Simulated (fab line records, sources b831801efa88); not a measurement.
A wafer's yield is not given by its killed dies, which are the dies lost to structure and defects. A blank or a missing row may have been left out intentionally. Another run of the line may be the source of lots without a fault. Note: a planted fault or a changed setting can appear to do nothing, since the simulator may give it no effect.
Which tool is to blame?    flow sky130    12 lots, 36 wafers sampled, at 3 steps of a route of 708

== WHAT THE GAUGES READ, wafer by wafer ==
SKY_VIA2_BOW_MEAS_03.
lot   measured      on            VIA2_BOW (um)
L075  day 35 15:19  filmMetro-03  80 81 80
L077  day 36 02:23  filmMetro-01  93 83 83
L079  day 36 18:38  filmMetro-01  97 95 96
L081  day 37 23:27  filmMetro-04  96 82 82
L083  day 38 02:02  filmMetro-04  81 85 84
L085  day 38 15:06  filmMetro-01  92 86 82
L087  day 39 12:28  filmMetro-03  103 104 107
L089  day 39 20:46  filmMetro-01  88 85 82
L091  day 40 12:32  filmMetro-03  88 78 87
L093  day 40 20:58  filmMetro-01  81 76 85
L095  day 41 13:55  filmMetro-04  75 84 88
L097  day 42 01:04  filmMetro-01  91 85 90

== EACH LOT AND THE TOOL THAT RAN IT (in order: tool; ch and the chambers of the sampled wafers; start) ==
lot   SKY_VIA1_STRIP_16                    SKY_VIA1_CMP_24
L075  plasmaAsher-04 ch 0,1, day 34 10:02  cmp-01 ch 1,2, day 34 11:01
L077  plasmaAsher-04 ch 0,1, day 34 21:50  cmp-02 ch 1,2, day 34 22:46
L079  plasmaAsher-02 ch 0,1, day 35 13:44  cmp-02 ch 1,2, day 35 14:40
L081  plasmaAsher-04 ch 0,1, day 36 17:58  cmp-02 ch 1,2,3, day 36 19:03
L083  plasmaAsher-04 ch 0,1, day 36 20:46  cmp-01 ch 1,3, day 36 21:45
L085  plasmaAsher-01 ch 1, day 37 10:14    cmp-01 ch 2,3, day 37 11:16
L087  plasmaAsher-02 ch 0,1, day 38 08:02  cmp-01 ch 1,2,3, day 38 08:58
L089  plasmaAsher-04 ch 0,1, day 38 17:02  cmp-01 ch 1,2,3, day 38 18:08
L091  plasmaAsher-04 ch 0,1, day 39 09:38  cmp-01 ch 0,1,3, day 39 10:58
L093  plasmaAsher-04 ch 0,1, day 39 17:32  cmp-01 ch 0,2,3, day 39 18:27
L095  plasmaAsher-04 ch 0,1, day 40 10:59  cmp-02 ch 0,1,3, day 40 11:56
L097  plasmaAsher-04 ch 0,1, day 40 22:11  cmp-01 ch 0,2,3, day 40 23:28
- SKY_VIA1_STRIP_16: strips in O2/N2.
- SKY_VIA1_CMP_24: polishes, stops on SiO2, t overpolish 15 s, target thk 0 nm.

== THE ANSWER, worked out from the rows above alone ==
Rule: what is usual is taken from the lots themselves. The widest of any qualifying gaps counts: lots, ordered by their means at a reading, are off when they make up no more than a third of the lots, leave a main group of 4 or more, and stand apart from it by 3 or more times the standard deviation of that group's means. The tables above print the reading to a certain number of digits; a main group whose means all agree to those digits is not used. A lot without any number at a reading at which 4 lots or more have one is off too. Where the step has rows for the other lots, those lots are counted as sound.
Nothing can be told from this: no lot is off at any reading shown.

== WHAT WAS PUT IN BY THE SIMULATOR ==
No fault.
